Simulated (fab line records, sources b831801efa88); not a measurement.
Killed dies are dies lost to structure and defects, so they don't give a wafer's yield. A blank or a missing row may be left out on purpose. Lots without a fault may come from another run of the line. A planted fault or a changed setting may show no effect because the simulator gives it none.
Which tool did it? | flow sky130 | 13 lots, 39 wafers sampled, at 4 steps of a route of 708

WHAT THE GAUGES READ, wafer by wafer
SKY_FIELD_ISO_THK_MEAS_23. Usual: FIELD_ISO_OXIDATION_01_THK 10.07 nm, standard deviation 0.19.
lot  | measured    | on            | FIELD_ISO_OXIDATION_01_THK (nm) | flag
L763 | day 2 17:04 | film_metro-03 | 10.34 10.30 10.42               |
L764 | day 2 23:48 | film_metro-01 | 9.85 9.88 9.81                  |
L770 | day 4 05:49 | film_metro-02 | - - -                           | OFF
L771 | day 4 11:35 | film_metro-01 | - - -                           | OFF
L774 | day 5 02:11 | film_metro-01 | 10.34 10.30 10.17               |
L775 | day 5 09:11 | film_metro-02 | 9.75 9.83 9.88                  |
L776 | day 5 13:05 | film_metro-01 | 9.99 10.01 9.93                 |
L777 | day 5 18:51 | film_metro-01 | 10.19 10.09 10.01               |
L778 | day 6 01:40 | film_metro-02 | 10.07 10.02 10.10               |
L780 | day 6 09:37 | film_metro-01 | 9.91 10.00 9.91                 |
L781 | day 6 17:34 | film_metro-03 | 10.05 10.15 10.17               |
L782 | day 6 21:45 | film_metro-03 | 9.78 9.67 9.78                  |
L784 | day 7 07:31 | film_metro-02 | 9.96 9.80 10.03                 |

SKY_VIA2_CD_MEAS_12: target cd 200 nm. Usual: cd_nm 200.2 nm, standard deviation 1.3.
lot  | measured     | on        | cd_nm (nm)        | flag
L763 | day 37 01:26 | cd_sem-02 | 199.7 201.5 201.7 |
L764 | day 38 01:43 | cd_sem-02 | 203.5 201.9 203.5 |
L774 | day 40 11:25 | cd_sem-02 | 202.3 201.4 201.4 |
L775 | day 40 14:56 | cd_sem-01 | 199.2 199.1 199.7 |
L776 | day 40 23:59 | cd_sem-02 | 201.3 201.7 200.5 |
L777 | day 41 07:16 | cd_sem-01 | 201.3 200.2 198.7 |
L778 | day 41 16:59 | cd_sem-01 | 200.5 200.1 200.6 |
L780 | day 41 19:15 | cd_sem-01 | 200.6 199.7 200.6 |
L781 | day 42 12:19 | cd_sem-02 | 201.0 201.7 201.4 |
L782 | day 42 21:06 | cd_sem-01 | 200.3 200.1 200.4 |
L784 | day 43 11:09 | cd_sem-01 | 199.9 198.9 199.0 |

SKY_VIA3_OVL_MEAS_13. Usual: VIA3_OVL 0 nm, standard deviation 4.4.
lot  | measured     | on         | VIA3_OVL (nm) | flag
L763 | day 40 10:32 | overlay-01 | -10 -1 0      |
L764 | day 41 07:41 | overlay-02 | 0 8 2         |
L774 | day 43 14:53 | overlay-01 | -3 -8 -8      |
L775 | day 43 18:26 | overlay-01 | 1 4 7         |
L776 | day 44 02:47 | overlay-01 | -4 1 -1       |
L777 | day 44 07:41 | overlay-02 | 5 3 4         |
L778 | day 44 18:26 | overlay-01 | 0 2 1         |
L780 | day 44 21:21 | overlay-02 | -4 -1 -4      |
L781 | day 45 12:07 | overlay-02 | 0 -1 -1       |
L782 | day 45 20:33 | overlay-02 | 7 5 3         |
L784 | day 46 08:15 | overlay-02 | 2 7 1         |

WHICH TOOL RAN EACH LOT (tool, then ch and the chambers of the sampled wafers, then the start)
lot  | SKY_FIELD_ISO_CVD_03
L763 | lpcvd-02 ch 1, day 1 21:41
L764 | lpcvd-02 ch 0, day 2 03:01
L770 | lpcvd-02 ch 1, day 3 08:41
L771 | lpcvd-02 ch 1, day 3 14:16
L774 | lpcvd-02 ch 1, day 4 04:41
L775 | lpcvd-02 ch 1, day 4 10:43
L776 | lpcvd-02 ch 1, day 4 14:50
L777 | lpcvd-02 ch 0, day 4 19:41
L778 | lpcvd-02 ch 0, day 5 03:03
L780 | lpcvd-02 ch 1, day 5 11:17
L781 | lpcvd-02 ch 0, day 5 17:02
L782 | lpcvd-02 ch 1, day 5 21:47
L784 | lpcvd-02 ch 0, day 6 06:41
- SKY_FIELD_ISO_CVD_03: deposits Si3N4 from DCS/NH3, target thk 165 nm, time 2830 s.

WHAT THE TOOLS THEMSELVES READ (means of the sampled wafers that have a number; where no wafer has one, the mark that the record gives instead)
SKY_FIELD_ISO_CVD_03. Usual: pressure_mtorr 250.0 mTorr, standard deviation 0.47; spike_tc_bottom_C 790.8 C, standard deviation 2.
lot  | tool     | pressure_mtorr (mTorr) | spike_tc_bottom_C (C) | flag
L763 | lpcvd-02 | 250.2                  | 792.5                 |
L764 | lpcvd-02 | 250.0                  | 788.9                 |
L770 | lpcvd-02 | -                      | -                     | OFF
L771 | lpcvd-02 | -                      | -                     | OFF
L774 | lpcvd-02 | 250.0                  | 792.8                 |
L775 | lpcvd-02 | 249.9                  | 793.1                 |
L776 | lpcvd-02 | 249.6                  | 791.5                 |
L777 | lpcvd-02 | 250.4                  | 789.6                 |
L778 | lpcvd-02 | 250.0                  | 788.6                 |
L780 | lpcvd-02 | 249.9                  | 791.3                 |
L781 | lpcvd-02 | 249.6                  | 788.9                 |
L782 | lpcvd-02 | 249.7                  | 791.7                 |
L784 | lpcvd-02 | 250.3                  | 787.6                 |

THE ANSWER, worked out from the rows above alone
Rule: a lot is off if the mean of its wafers that have a number lies more than 3 standard deviations from the usual mean. A lot without any number at a reading at which 4 lots or more have one is off too. The other lots that the step has rows for count as sound. The gauges are gone through in route order, then the tools' own readings, and for those a lot's mean is taken as printed above. The first step at which some lot is off is used, and at that step the reading that is off furthest; a lot without a number counts as furthest.
Off: L770, L771, at SKY_FIELD_ISO_THK_MEAS_23 (FIELD_ISO_OXIDATION_01_THK). Without a number there: L770, L771.
A tool fits if, at a process step before that reading, it ran every lot that is off, and no sound lot after the first of them. The gauges at SKY_FIELD_ISO_THK_MEAS_23 aren't tried: what is off there is off at SKY_FIELD_ISO_CVD_03 too, on other tools, and a gauge's error can't cause that. None of those tried fits.

WHAT THE SIMULATOR HAD PUT IN
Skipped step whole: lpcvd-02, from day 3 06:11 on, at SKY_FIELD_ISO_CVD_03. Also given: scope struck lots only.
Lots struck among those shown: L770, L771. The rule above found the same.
